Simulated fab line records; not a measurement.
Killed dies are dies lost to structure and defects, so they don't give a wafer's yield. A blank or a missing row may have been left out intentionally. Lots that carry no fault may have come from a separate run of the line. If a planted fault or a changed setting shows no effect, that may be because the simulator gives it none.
Code-filled problem report in 8D (eight disciplines) form    flow gf180mcu    the parts of the form that need people (team, actions taken, sign-off) are left out

## 1. WHAT IS WRONG
cd nm at GF_V1_CD_MEAS_14 reads a mean of 242.5 nm on 12 wafers of 4 lots; wafers without a fault read 260.1 nm with a standard deviation of 1.3. That puts it -14 standard deviations away from the usual mean.
The step: target cd 260 nm.
Seen first at day 20 22:35 on cd sem-01, wafer L689.2. The record has a number at this step for 36 wafers belonging to 12 lots. Rule for "out", or "out of limits": more than 4 standard deviations from the usual mean. Any other wafer with a number is counted as sound.

## 2. WHAT IT IS, WHAT IT ISN'T
question                     is                      is not
which readings at this step  cd nm                   -
which lots                   L689, L691, L693, L697  L685, L687, L688, L690, L699, L702, L703, L706
which wafers of those lots   all that have a number  -
read on which gauges         cd sem-01, cd sem-02    -
when                         from day 20 22:35       up to then (9 sound wafers); but 15 sound wafers of L690, L699, L702, L703, L706 came after

## 3. THE SUSPECTS, EACH WITH WHAT RULES IT OUT
Counting: a tool stays on the suspect list if, at a process step up to the reading, it processed all lots that are out and no sound lot following the first of them.
- the gauge at GF_V1_CD_MEAS_14 has been ruled out. Those wafers that are out were read across 2 gauges (cd sem-01, cd sem-02).
- krf scanner-01 at GF_V1_EXPOSE_11 (exposes mask Via1, target cd 260 nm): kept. It processed each lot that is out, first L689 at day 20 10:17, and no sound lot thereafter; up to then, the last sound lot it processed was L688 at day 19 21:43. Its own readings are out on those wafers: exposure dose mJ cm2.
Left after counting: krf scanner-01 at GF_V1_EXPOSE_11.

## 4. THE CAUSE (what the simulator had put in)
Process parameter drift: krf scanner-01, from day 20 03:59 on, at GF_V1_EXPOSE_11. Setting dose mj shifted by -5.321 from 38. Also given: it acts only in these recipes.
Only this tool survived the counting.

## 5. SEQUENCE OF EFFECTS, ordered by route
Rows list readings where the struck wafers' mean (over those with a number) sits beyond 3 standard deviations from the usual. Only readings whose record carries a usual standard deviation are examined. hours: median over the lots of the time between each lot's start at the first step of this table that gives one and its start at this step. sigmas: the change, counted in usual standard deviations.
hours  step              reading               usual     on struck wafers  change  sigmas
0      GF_V1_EXPOSE_11   exposure dose mJ cm2  38.31     34.40             -3.91   -19
12     GF_V1_CD_MEAS_14  cd nm                 260.1 nm  242.5             -17.6   -14
Here are the process steps it includes:
- GF_V1_EXPOSE_11: exposes mask Via1, target cd 260 nm.
Later measuring or inspecting steps at which every struck wafer that the step has a row for has a number for every such reading, and none has moved that far: GF_V1_THK_MEAS_25.

## 6. HOW IT WOULD HAVE BEEN CAUGHT EARLIER
In this record the first reading out of limits at a measuring or inspecting step was taken at day 20 22:35, 19 hours after the fault began at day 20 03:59.
At GF_V1_EXPOSE_11, the tool's own readings (exposure dose mJ cm2) were out on each struck wafer the step has a row for, so an alarm limit on them would have fired on the first such wafer.
Lots out: 4; of these, L693, L697 started GF_V1_EXPOSE_11 on krf scanner-01 after day 20 22:35. A hold on the tool at that time would have spared those 2.
